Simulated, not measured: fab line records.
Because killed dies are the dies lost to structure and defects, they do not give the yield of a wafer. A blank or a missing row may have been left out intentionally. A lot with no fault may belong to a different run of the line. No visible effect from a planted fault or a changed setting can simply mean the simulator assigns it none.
fab line records | flow sky130
[record] lots = 6 wafers = 17 lastDay = 50
route steps=708 shown METAL1@440 PAD_OPEN@708
lots that met no fault: from a run of the same line without faults
startH: hours from the record's first day to the start of the lot's first wafer shown | waitH: hours elapsed since this lot's preceding step | " unchanged from the row above | L1.1+2: one row covering several wafers at once | - no value, or no start was given | * or withheld: withheld | < > ~ a bound
route shown NAME@n: names a module that has steps shown in the file, with the first one's number in the route | usual: average and standard deviation across the fault-free wafers | same: alike in all rows | chamber/n: place in a boat | sites: per-site readings | _std_site: standard deviation across them | _edge_site: outer sites' mean less inner sites' | radiusMm: for every site, how far away it sits from the centre of the wafer | mask NAME#n: copy n | behind: the most recent tool/chamber to have shaped the wafer | hold: why the lot went on hold/how many hours it stayed there/how the hold came to an end | device: transistor that didn't switch, given as n, p or np | end of line: tests run on the same wafers once the route is complete | where a step has no rows: the recipe by itself | killed: count of dies lost to structure and defects at first sort (not the wafer's yield) | map: a wafer's dies, x killed, . not, _ none there
set.NAME: the run value of the setting; set.NAME@STEP: its run value at that earlier step | model.NAME: the simulator's own value behind a step, which no gauge read
lots seen at some steps along the route; tables by step, rows by wafer
services: from which hour (startH, from the record's first day; less than 0 if before it) a tool's chamber was out of use, for how many hours, and why
[[steps]]
[step SKY_METAL1_THK_MEAS_06]
[recipe] thkMeasGauge = xrf reads = AlCu_of_METAL1_SPUTTER_02
[usual] METAL1_ALCU_THK = 249.4/2.1
// columns lot.wafer tool chamber startH waitH METAL1_ALCU_THK[nm]
L650.2 filmMetro-02 - 750.85 0.1 252.4
L650.3 " - " " 253.1
L650.6 " - " " 254.1
L649.1 filmMetro-04 - 756.88 0.1 248.5
L649.3 " - " " 249.2
L649.4 " - " " 248.5
L658.2 filmMetro-03 - 820.36 0.1 247.4
L658.4 " - " " 246.4
L658.6 " - " " 245.6
L660.4 filmMetro-03 - 837.02 0.1 257.1
L660.5 " - " " 254.1
L667.2 filmMetro-02 - 887.10 0.1 250.8
L667.3 " - " " 247.7
L667.5 " - " " 250.5
L668.1 filmMetro-04 - 892.83 0.1 249.5
L668.5 " - " " 251.1
L668.6 " - " " 247.7
[step SKY_METAL1_DEHYDRATE_07]
[recipe] tempC = 200 timeS = 60
[step SKY_METAL1_HMDS_08]
[recipe] primeTimeS = 60 primeTempC = 120
[step SKY_METAL1_COAT_09]
[recipe] resist = BARC tempC = withheld timeS = withheld spinRpm = 3000 resistThkNm = 60
[step SKY_METAL1_COAT_10]
[recipe] resist = KrF-thick spinRpm = 3000 resistThkNm = 450
[step SKY_METAL1_SOFTBAKE_11]
[recipe] tempC = 100 timeS = 90 resist = KrF-thick
[step SKY_METAL1_EXPOSE_12]
[recipe] maskId = MM1 na = 0.8 sourceShape = annular sigmaInner = 0.55 sigmaOuter = 0.85 targetCdNm = 140 doseMj = 28
[step SKY_METAL1_PEB_13]
[recipe] pebTempC = withheld pebTimeS = withheld resist = KrF-thick
[step SKY_METAL1_DEVELOP_14]
[recipe] developTimeS = 60 resist = KrF-thick devTempC = 21
[step SKY_METAL1_CD_MEAS_15]
[recipe] targetCdNm = 140
[usual] cdNm = 139.4/1.6
// columns lot.wafer tool chamber startH waitH cdNm
L650.2 cdSem-02 - 777.30 - 138.0
L650.3 " - " " 139.7
L650.6 " - " " 139.8
L649.1 cdSem-02 - 783.93 - 141.6
L649.3 " - " " 141.3
L649.4 " - " " 140.1
L658.2 cdSem-02 - 846.70 - 142.0
L658.4 " - " " 141.4
L658.6 " - " " 141.9
L660.4 cdSem-02 - 863.46 - 138.7
L660.5 " - " " 139.6
L667.2 cdSem-02 - 912.52 - 137.3
L667.3 " - " " 139.1
L667.5 " - " " 137.6
L668.1 cdSem-01 - 918.15 - 138.8
L668.5 " - " " 138.1
L668.6 " - " " 139.3
[step SKY_METAL1_OVL_MEAS_16]
[usual] METAL1_OVL = -2/4.1
// columns lot.wafer tool chamber startH waitH METAL1_OVL[nm]
L650.2 overlay-02 - 777.41 0.1 -7
L650.3 " - " " 0
L650.6 " - " " -1
L649.1 overlay-02 - 784.05 0.1 -3
L649.3 " - " " -2
L649.4 " - " " -3
L658.2 overlay-02 - 846.81 0.1 -9
L658.4 " - " " -5
L658.6 " - " " -6
L660.4 overlay-02 - 863.54 0.1 -5
L660.5 " - " " -4
L667.2 overlay-01 - 912.63 0.1 -3
L667.3 " - " " -5
L667.5 " - " " -8
L668.1 overlay-01 - 918.27 0.1 -7
L668.5 " - " " -4
L668.6 " - " " 3
[step SKY_METAL1_DESCUM_17]
[recipe] chemistry = O2 sourcePowerW = 150 biasPowerW = 0 pressureMtorr = 10 tempC = 40 timeS = 8
[usual] drypumpMotorCurrentA = 5.7/0.35 oesProductAu = 1.002/0.0083
// columns lot.wafer tool chamber startH waitH drypumpMotorCurrentA oesProductAu rfHoursCounterH
L650.2 rieMetal-02 1 777.44 0.0 6.0 0.992 4
L650.3 " 0 " " 5.1 0.997 -
L650.6 " 0 " " 5.1 0.994 -
L649.1 rieMetal-03 0 784.09 0.0 6.1 0.997 8
L649.3 " 1 " " 5.9 1.004 -
L649.4 " 0 " " 6.1 1.012 -
L658.2 rieMetal-02 0 846.84 0.0 5.1 1.009 3
L658.4 " 0 " " 5.1 1.009 -
L658.6 " 1 " " 6.0 1.011 -
L660.4 rieMetal-02 0 863.57 0.0 5.1 0.998 -
L660.5 " 1 " " 6.0 0.992 -
L667.2 rieMetal-03 1 912.66 0.0 5.9 1.010 8
L667.3 " 1 " " 5.9 1.009 -
L667.5 " 0 " " 6.1 1.008 -
L668.1 rieMetal-03 1 918.31 0.0 5.9 1.010 8
L668.5 " 0 " " 6.1 0.993 -
L668.6 " 1 " " 5.9 1.003 -
[step SKY_METAL1_ETCH_18]
[recipe] chemistry = N2/H2 target = BARC ionEnergyEv = 200 biasW = 100 pressureMtorr = 30 n2FlowSccm = 100 h2FlowSccm = 200 icpW = 500 stopOn = SiO2 timeS = 45.9 targetDepthA = 600
[usual] drypumpMotorCurrentA = 5.7/0.36 h2FlowSccm = 199.9/0.64 oesProductAu = 0.855/0.0051 throttleValvePct = 13.225/0.0085
// columns lot.wafer tool chamber startH waitH drypumpMotorCurrentA h2FlowSccm oesProductAu rfHoursCounterH throttleValvePct model.KrF-thick_of_METAL1_COAT_10.thkNm
L650.2 rieMetal-02 1 777.47 0.0 6.0 198.8 0.862 4 13.230 392.7
L650.3 " 0 " " 5.0 199.0 0.854 - 13.221 393.6
L650.6 " 0 " " 5.1 199.6 0.853 - 13.216 392.7
L649.1 rieMetal-03 0 784.12 0.0 6.1 200.1 0.866 8 13.220 390.2
L649.3 " 1 " " 5.9 199.8 0.864 - 13.222 389.6
L649.4 " 0 " " 6.1 200.1 0.848 - 13.223 391.7
L658.2 rieMetal-02 0 846.88 0.0 5.1 198.9 0.853 3 13.242 398.3
L658.4 " 0 " " 5.0 199.2 0.857 - 13.226 398.4
L658.6 " 1 " " 6.0 200.9 0.857 - 13.233 393.8
L660.4 rieMetal-02 0 863.61 0.0 5.1 199.8 0.848 - 13.227 396.9
L660.5 " 1 " " 6.0 199.7 0.861 - 13.238 393.8
L667.2 rieMetal-03 1 912.69 0.0 5.9 200.3 0.859 8 13.223 391.7
L667.3 " 1 " " 5.9 199.9 0.851 - 13.229 393
L667.5 " 0 " " 6.1 199.4 0.858 - 13.227 392.3
L668.1 rieMetal-03 1 918.34 0.0 5.9 199.7 0.854 8 13.224 391.8
L668.5 " 0 " " 6.1 199.8 0.863 - 13.231 392
L668.6 " 1 " " 5.9 199.2 0.858 - 13.217 391.8
[step SKY_METAL1_METAL_ETCH_19]
[recipe] targetDepthA = 3600 stopOn = SiO2 overEtchFrac = 0.3 timeS = 78 chemistry = Cl2/BCl3 resistSidewallDeg = 88 pressureMtorr = 10 icpW = 900 biasW = 48.5 Cl2_flow_sccm = 60 bcl3FlowSccm = 30
[usual] drypumpMotorCurrentA = 5.7/0.36 mfcCl2Sccm = 60.02/0.17 oesProductAu = 0.855/0.0058 throttleValvePct = 22.263/0.009
// columns lot.wafer tool chamber startH waitH drypumpMotorCurrentA mfcCl2Sccm oesProductAu rfHoursCounterH throttleValvePct model.KrF-thick_of_METAL1_COAT_10.thkNm
L650.2 rieMetal-02 1 777.53 0.0 6.0 60.03 0.860 4 22.259 158.6
L650.3 " 0 " " 5.1 60.15 0.864 - 22.267 155.4
L650.6 " 0 " " 5.1 59.85 0.865 - 22.261 155.7
L649.1 rieMetal-03 0 784.18 0.0 6.1 59.95 0.855 8 22.264 153.2
L649.3 " 1 " " 5.9 60.12 0.852 - 22.267 153.1
L649.4 " 0 " " 6.1 59.89 0.850 - 22.278 154.9
L658.2 rieMetal-02 0 846.94 0.0 5.0 59.75 0.858 3 22.264 161.5
L658.4 " 0 " " 5.1 59.90 0.848 - 22.251 163.4
L658.6 " 1 " " 6.0 60.28 0.846 - 22.267 160
L660.4 rieMetal-02 0 863.68 0.1 5.0 60.28 0.860 - 22.272 163.7
L660.5 " 1 " " 6.0 60.00 0.861 - 22.269 163.7
L667.2 rieMetal-03 1 912.75 0.0 5.9 60.05 0.856 8 22.259 154.7
L667.3 " 1 " " 5.9 59.81 0.856 - 22.278 155
L667.5 " 0 " " 6.1 59.88 0.851 - 22.263 156.6
L668.1 rieMetal-03 1 918.40 0.0 5.9 60.06 0.852 8 22.257 155.5
L668.5 " 0 " " 6.1 60.12 0.848 - 22.252 156.9
L668.6 " 1 " " 5.9 60.25 0.850 - 22.264 156.7
[step SKY_METAL1_STRIP_20]
[recipe] chemistry = O2/N2 powerW = 1400 pressureMtorr = 1500 platenTempC = withheld o2FlowSccm = 3000 n2FlowSccm = 300 overashFraction = 0.5
[usual] drypumpMotorCurrentA = 5.57/0.15 oesProductAu = 0.342/0.005 stripTimeToEndpointS = 2.70/0.04
// columns lot.wafer tool chamber startH waitH drypumpMotorCurrentA oesProductAu rfHoursCounterH stripTimeToEndpointS
L650.2 plasmaAsher-03 0 777.62 0.1 5.54 0.346 33 2.68
L650.3 " 1 " " 5.58 0.342 - 2.67
L650.6 " 1 " " 5.57 0.343 - 2.66
L649.1 plasmaAsher-01 1 784.27 0.1 5.52 0.339 4 2.64
L649.3 " 1 " " 5.52 0.342 - 2.64
L649.4 " 0 " " 5.57 0.351 - 2.65
L658.2 plasmaAsher-03 1 847.03 0.1 5.59 0.349 39 2.74
L658.4 " 1 " " 5.58 0.348 - 2.74
L658.6 " 1 " " 5.58 0.343 - 2.70
L660.4 plasmaAsher-03 0 863.78 0.1 5.56 0.348 - 2.77
L660.5 " 1 " " 5.56 0.340 - 2.76
L667.2 plasmaAsher-03 1 912.84 0.1 5.57 0.347 46 2.65
L667.3 " 0 " " 5.57 0.337 - 2.65
L667.5 " 0 " " 5.55 0.341 - 2.68
L668.1 plasmaAsher-04 0 918.49 0.1 5.82 0.345 81 2.67
L668.5 " 0 " " 5.84 0.346 - 2.67
L668.6 " 1 " " 5.34 0.341 - 2.68
[step SKY_PAD_OPEN_PROBE_99]
[usual] defectLimitedYield = 82.5/2 killed_at_M0_to_M3 = 44/7 killed_at_M4_up = 3.0/1.7 killedAtContacts = 24/5.2 killedAtFrontEnd = 15/4.8 killedAtOther = 0.2/0.56 killedDies = 86/9.7 killedOpen = 47/7.1 killedShort = 39/6.3 sort_bin_3_pad_short = 0.9/0.4 sort_bin_5_function = 10.3/1.6 sort_bin_6_memory = 6.3/1.2 sortNPass = 406/9.7 sortYieldPct = 82.5/2
[same] grossDies = 492 killedAtBackSide = 0 sort_bin_4_leakage[%] = 0 sort_bin_8_speed[%] = 0
// columns lot.wafer tool chamber startH waitH defectLimitedYield[%] killed_at_M0_to_M3 killed_at_M4_up killedAtContacts killedAtFrontEnd killedAtOther killedDies killedOpen killedShort sort_bin_3_pad_short[%] sort_bin_5_function[%] sort_bin_6_memory[%] sortNPass sortYieldPct[%]
L650.2 prober-01 - 1088.27 0.1 81.5 49 3 26 13 0 91 43 48 1.4 10.6 6.5 401 81.5
L650.3 prober-01 - 1088.32 0.2 85.8 34 0 24 12 0 70 43 27 1.0 8.7 4.5 422 85.8
L650.6 prober-01 - 1088.47 0.2 82.7 42 2 27 14 0 85 43 41 1.6 10.8 4.9 407 82.7
L649.1 prober-02 - 1096.83 0.1 84.8 42 1 26 6 0 75 42 33 0.2 9.6 5.5 417 84.8
L649.3 prober-02 - 1096.93 0.2 85.0 36 4 24 10 0 74 36 37 0.2 10.0 4.9 418 85.0
L649.4 prober-02 - 1096.98 0.2 81.7 48 5 22 15 0 90 57 33 0.4 11.6 6.3 402 81.7
L658.2 prober-02 - 1141.17 0.1 84.6 36 5 23 12 0 76 37 39 0.8 8.7 5.9 416 84.6
L658.4 prober-02 - 1141.27 0.2 85.0 36 4 24 10 0 74 35 39 1.0 9.3 4.7 418 85.0
L658.6 prober-02 - 1141.37 0.2 82.5 49 2 23 12 0 86 46 40 0.6 9.6 7.3 406 82.5
L667.2 prober-01 - 1187.80 0.1 79.1 47 2 30 23 1 103 64 37 0.2 12.0 8.7 389 79.1
L667.3 prober-01 - 1187.85 0.2 82.7 39 3 26 17 0 85 45 40 0.4 11.0 5.9 407 82.7
L667.5 prober-01 - 1187.95 0.2 84.8 37 3 18 17 0 75 34 41 0.8 7.9 6.5 417 84.8
L668.1 prober-01 - 1192.08 0.1 79.7 54 4 25 17 0 100 52 48 0.4 11.0 8.9 392 79.7
L668.5 prober-01 - 1192.28 0.2 80.7 40 1 32 22 0 95 58 37 0.8 11.4 7.1 397 80.7
L668.6 prober-01 - 1192.33 0.2 81.3 63 1 24 4 0 92 52 40 0.4 11.2 7.1 400 81.3
// killed by level:class
L650.2 CONTACT:geometricParticle:open=10 METAL1:geometricParticle:short=8 VIA2:geometricParticle:open=7 VIA1:geometricParticle:open=7 METAL2:geometricParticle:short=7 VIA1:geometricParticle:short=6 VIA2:geometricParticle:short=6 LI_CONTACT:geometricParticle:open=5
L650.3 CONTACT:geometricParticle:open=11 VIA2:geometricParticle:open=7 FIELD_ISO:geometricParticle:open=6 VIA1:geometricParticle:open=6 LOCAL_INTERCONNECT:geometricParticle:short=5 METAL1:geometricParticle:short=5 VIA3:geometricParticle:open=5 LI_CONTACT:geometricParticle:short=3
L650.6 CONTACT:geometricParticle:open=13 VIA3:geometricParticle:open=7 LOCAL_INTERCONNECT:geometricParticle:short=7 METAL1:geometricParticle:short=7 VIA2:geometricParticle:open=7 FIELD_ISO:geometricParticle:short=5 VIA1:geometricParticle:open=5 VIA3:geometricParticle:short=4
L649.1 VIA1:geometricParticle:open=11 CONTACT:geometricParticle:open=8 METAL1:geometricParticle:short=7 LI_CONTACT:geometricParticle:open=7 VIA1:geometricParticle:short=5 LOCAL_INTERCONNECT:geometricParticle:short=5 VIA3:geometricParticle:open=5 VIA2:geometricParticle:open=4
L649.3 CONTACT:geometricParticle:open=12 METAL1:geometricParticle:short=8 CONTACT:geometricParticle:short=5 VIA2:geometricParticle:open=5 VIA3:geometricParticle:short=5 VIA1:geometricParticle:open=4 METAL3:geometricParticle:short=4 POLY_CUT:geometricParticle:open=3
L649.4 VIA1:geometricParticle:open=13 METAL2:geometricParticle:short=9 LI_CONTACT:geometricParticle:open=9 VIA3:geometricParticle:open=8 CONTACT:geometricParticle:open=7 POLY_GATE:geometricParticle:open=5 METAL4:geometricParticle:short=5 FIELD_ISO:geometricParticle:short=4
L658.2 VIA1:geometricParticle:open=9 CONTACT:geometricParticle:open=8 METAL1:geometricParticle:short=6 VIA3:geometricParticle:open=6 LI_CONTACT:geometricParticle:open=5 VIA1:geometricParticle:short=5 FIELD_ISO:geometricParticle:short=4 CONTACT:geometricParticle:short=4
L658.4 VIA1:geometricParticle:open=10 LOCAL_INTERCONNECT:geometricParticle:short=6 CONTACT:geometricParticle:short=6 CONTACT:geometricParticle:open=5 METAL1:geometricParticle:open=4 VIA3:geometricParticle:open=4 METAL4:geometricParticle:short=4 FIELD_ISO:geometricParticle:open=3
L658.6 VIA1:geometricParticle:open=11 LI_CONTACT:geometricParticle:open=9 VIA1:geometricParticle:short=7 CONTACT:geometricParticle:open=6 METAL1:geometricParticle:short=6 VIA2:geometricParticle:open=5 POLY_GATE:geometricParticle:short=4 METAL2:geometricParticle:short=4
L667.2 VIA3:geometricParticle:open=12 VIA1:geometricParticle:open=12 CONTACT:geometricParticle:open=8 FIELD_ISO:geometricParticle:open=7 LI_CONTACT:geometricParticle:open=7 CONTACT:geometricParticle:short=7 VIA2:geometricParticle:open=6 POLY_GATE:geometricParticle:open=5
L667.3 VIA1:geometricParticle:open=10 FIELD_ISO:geometricParticle:open=7 LI_CONTACT:geometricParticle:open=7 METAL2:geometricParticle:short=7 LI_CONTACT:geometricParticle:short=5 LOCAL_INTERCONNECT:geometricParticle:short=5 CONTACT:geometricParticle:open=5 METAL1:geometricParticle:short=5
L667.5 VIA1:geometricParticle:open=11 FIELD_ISO:geometricParticle:short=6 LI_CONTACT:geometricParticle:open=5 CONTACT:geometricParticle:short=5 METAL1:geometricParticle:short=5 VIA1:geometricParticle:short=5 FIELD_ISO:geometricParticle:open=4 VIA3:geometricParticle:short=4
L668.1 VIA1:geometricParticle:open=14 CONTACT:geometricParticle:open=11 VIA3:geometricParticle:open=7 METAL1:geometricParticle:short=6 METAL3:geometricParticle:short=6 FIELD_ISO:geometricParticle:short=5 LI_CONTACT:geometricParticle:open=5 METAL2:geometricParticle:short=5
L668.5 CONTACT:geometricParticle:open=12 VIA1:geometricParticle:open=11 FIELD_ISO:geometricParticle:open=9 LI_CONTACT:geometricParticle:open=9 POLY_GATE:geometricParticle:short=7 CONTACT:geometricParticle:short=6 VIA3:geometricParticle:open=6 METAL1:geometricParticle:short=5
L668.6 VIA1:geometricParticle:open=15 CONTACT:geometricParticle:open=13 VIA3:geometricParticle:open=10 VIA1:geometricParticle:short=8 METAL2:geometricParticle:short=7 METAL1:geometricParticle:short=6 VIA2:geometricParticle:short=6 VIA2:geometricParticle:open=6
[[services]]
// columns tool chamber startH hours kind
plasmaAsher-01 - 793.08 2.8 pm
rieMetal-03 - 816.32 1.4 pm
plasmaAsher-03 - 827.67 14.6 pm
rieMetal-03 0 906.95 2.2 repair
[[key]]
firstSign none at tools or gauges
[modelEffect] step = SKY_METAL1_ETCH_18 value = KrF-thick_of_METAL1_COAT_10.thkNm without = 392.1 struck = 397.9
[modelEffect] step = SKY_METAL1_METAL_ETCH_19 value = KrF-thick_of_METAL1_COAT_10.thkNm without = 157.1 struck = 162.9
metAt SKY_METAL1_ETCH_18
struckWafers L658.2,L658.4,L660.4
onsetBetween 777.47 846.88
[fault] kind = processParameterDrift tool = rieMetal-02 chamber = - onsetH = 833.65 steps = SKY_METAL1_ETCH_18 channel = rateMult offset = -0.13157 shape = step endH = 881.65 scope = struckWafersOnly
